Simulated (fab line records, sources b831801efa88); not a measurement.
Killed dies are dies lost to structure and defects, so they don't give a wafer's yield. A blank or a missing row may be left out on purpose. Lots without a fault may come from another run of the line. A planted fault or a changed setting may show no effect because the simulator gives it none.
Which tool did it? | flow gf180mcu | 11 lots, 33 wafers sampled, at 6 steps of a route of 602

WHAT THE GAUGES READ, wafer by wafer
GF_V1_THK_MEAS_01.
lot  | measured     | on            | V1_CVD_00_THK (nm)
L876 | day 17 16:31 | film_metro-04 | 610 610 604
L883 | day 20 06:52 | film_metro-02 | 610 594 605
L885 | day 21 00:58 | film_metro-04 | 603 605 605
L886 | day 21 05:39 | film_metro-04 | 596 597 597
L888 | day 22 03:17 | film_metro-01 | 606 604 613
L890 | day 22 18:31 | film_metro-02 | 610 608 601
L893 | day 23 11:49 | film_metro-04 | 602 596 596
L895 | day 24 03:52 | film_metro-02 | 591 595 593
L896 | day 24 12:08 | film_metro-04 | 604 602 594
L897 | day 24 20:14 | film_metro-02 | 596 611 603
L898 | day 25 04:55 | film_metro-04 | 593 601 591

GF_V2_RS_MEAS_24: measures by four-point-probe.
lot  | measured     | on            | V2_W_RS (ohm/sq)
L876 | day 20 22:28 | film_metro-04 | 0.319 0.317 0.324
L883 | day 23 10:22 | film_metro-03 | 0.325 0.323 0.325
L885 | day 24 02:31 | film_metro-04 | 0.196 0.195 0.194
L886 | day 24 07:01 | film_metro-03 | 0.193 0.195 0.194
L888 | day 25 03:59 | film_metro-03 | 0.330 0.326 0.329
L890 | day 25 18:11 | film_metro-03 | 0.332 0.327 0.331
L893 | day 26 10:32 | film_metro-04 | 0.328 0.325 0.327
L895 | day 27 00:36 | film_metro-02 | 0.329 0.333 0.326
L896 | day 27 08:58 | film_metro-03 | 0.325 0.329 0.326
L897 | day 27 14:58 | film_metro-03 | 0.327 0.327 0.329
L898 | day 27 23:11 | film_metro-02 | 0.323 0.326 0.323

GF_V2_THK_MEAS_25: measures by xrf.
lot  | measured     | on            | V2_W_THK (nm)
L876 | day 20 22:35 | film_metro-04 | 359 360 354
L883 | day 23 10:28 | film_metro-03 | 355 359 355
L885 | day 24 02:38 | film_metro-04 | - - -
L886 | day 24 07:08 | film_metro-03 | - - -
L888 | day 25 04:05 | film_metro-03 | 347 352 349
L890 | day 25 18:18 | film_metro-03 | 347 350 346
L893 | day 26 10:39 | film_metro-04 | 348 352 348
L895 | day 27 00:42 | film_metro-02 | 350 346 353
L896 | day 27 09:05 | film_metro-03 | 355 351 355
L897 | day 27 15:05 | film_metro-03 | 352 353 351
L898 | day 27 23:17 | film_metro-02 | 355 352 355

WHICH TOOL RAN EACH LOT (tool, then ch and the chambers of the sampled wafers, then the start)
lot  | GF_V1_SPUTTER_21             | GF_M2_SPUTTER_01             | GF_V2_CVD_23
L876 | pvd_sputter-04, day 18 17:29 | pvd_sputter-01, day 18 18:17 | cvd_w-01 ch 0,1, day 20 22:20
L883 | pvd_sputter-02, day 21 08:17 | pvd_sputter-01, day 21 09:05 | cvd_w-02 ch 0,1, day 23 10:14
L885 | pvd_sputter-02, day 22 02:02 | pvd_sputter-01, day 22 02:49 | cvd_w-01 ch 0,1, day 24 02:24
L886 | pvd_sputter-04, day 22 06:08 | pvd_sputter-01, day 22 06:56 | cvd_w-01 ch 0,1, day 24 06:55
L888 | pvd_sputter-02, day 23 03:52 | pvd_sputter-03, day 23 04:39 | cvd_w-02 ch 0,1, day 25 03:52
L890 | pvd_sputter-02, day 23 19:21 | pvd_sputter-03, day 23 20:09 | cvd_w-02 ch 0,1, day 25 18:04
L893 | pvd_sputter-01, day 24 11:40 | pvd_sputter-03, day 24 12:28 | cvd_w-02 ch 0, day 26 10:19
L895 | pvd_sputter-04, day 25 03:23 | pvd_sputter-04, day 25 04:10 | cvd_w-02 ch 0,1, day 27 00:29
L896 | pvd_sputter-04, day 25 11:27 | pvd_sputter-01, day 25 12:15 | cvd_w-01 ch 0,1, day 27 08:51
L897 | pvd_sputter-01, day 25 18:44 | pvd_sputter-04, day 25 19:32 | cvd_w-01 ch 0,1, day 27 14:52
L898 | pvd_sputter-02, day 26 03:18 | pvd_sputter-01, day 26 04:05 | cvd_w-01 ch 0,1, day 27 23:04
- GF_V1_SPUTTER_21: material Ti, target thk 15 nm, time 80.02 s.
- GF_M2_SPUTTER_01: material TiN, target thk 30 nm, time 25 s.
- GF_V2_CVD_23: deposits W, target thk 350 nm, time 104.94 s.

WHAT THE TOOLS THEMSELVES READ (means of the sampled wafers that have a number; where no wafer has one, the mark that the record gives instead)
GF_V1_SPUTTER_21.
lot  | tool           | throttle_valve_pct (%)
L876 | pvd_sputter-04 | 30.8
L883 | pvd_sputter-02 | 30.8
L885 | pvd_sputter-02 | 31.2
L886 | pvd_sputter-04 | 29.5
L888 | pvd_sputter-02 | 31.7
L890 | pvd_sputter-02 | 32.1
L893 | pvd_sputter-01 | 29.9
L895 | pvd_sputter-04 | 30.1
L896 | pvd_sputter-04 | 30.0
L897 | pvd_sputter-01 | 29.7
L898 | pvd_sputter-02 | 30.6

GF_M2_SPUTTER_01.
lot  | tool           | throttle_valve_pct (%)
L876 | pvd_sputter-01 | 30.0
L883 | pvd_sputter-01 | 29.3
L885 | pvd_sputter-01 | 30.0
L886 | pvd_sputter-01 | 30.2
L888 | pvd_sputter-03 | 29.9
L890 | pvd_sputter-03 | 30.0
L893 | pvd_sputter-03 | 31.0
L895 | pvd_sputter-04 | 29.1
L896 | pvd_sputter-01 | 30.1
L897 | pvd_sputter-04 | 29.4
L898 | pvd_sputter-01 | 29.8

GF_V2_CVD_23.
lot  | tool     | heater_power_w (W) | susceptor_temp_C (C)
L876 | cvd_w-01 | 775                | 400.15
L883 | cvd_w-02 | 929                | 400.08
L885 | cvd_w-01 | 950                | 431.29
L886 | cvd_w-01 | 936                | 431.01
L888 | cvd_w-02 | 959                | 400.05
L890 | cvd_w-02 | 957                | 400.10
L893 | cvd_w-02 | 975                | 399.94
L895 | cvd_w-02 | 933                | 400.01
L896 | cvd_w-01 | 791                | 399.83
L897 | cvd_w-01 | 784                | 399.97
L898 | cvd_w-01 | 791                | 399.98

THE ANSWER, worked out from the rows above alone
Rule: what is usual is taken from the lots themselves. Put in order of their means at a reading, lots are off if they are a third of the lots or fewer, leave a main group of 4 or more, and stand apart from it by a gap of 3 or more times the standard deviation of the main group's means; of several such gaps the widest counts. A main group whose means are all the same, to the digits that the tables above print for the reading, isn't used. A lot without any number at a reading at which 4 lots or more have one is off too. The other lots that the step has rows for count as sound. The gauges are gone through in route order, then the tools' own readings, and for those a lot's mean is taken as printed above. The first step at which some lot is off is used, and at that step the reading that is off furthest; a lot without a number counts as furthest.
Off: L885, L886, at GF_V2_RS_MEAS_24 (V2_W_RS). The main group: mean 0.326 ohm/sq, standard deviation 0.0029.
A tool fits if, at a process step before that reading, it ran every lot that is off, and no sound lot after the first of them. The gauges at GF_V2_RS_MEAS_24 aren't tried: what is off there is off at GF_V2_CVD_23 too, on other tools, and a gauge's error can't cause that. None of those tried fits.

WHAT THE SIMULATOR HAD PUT IN
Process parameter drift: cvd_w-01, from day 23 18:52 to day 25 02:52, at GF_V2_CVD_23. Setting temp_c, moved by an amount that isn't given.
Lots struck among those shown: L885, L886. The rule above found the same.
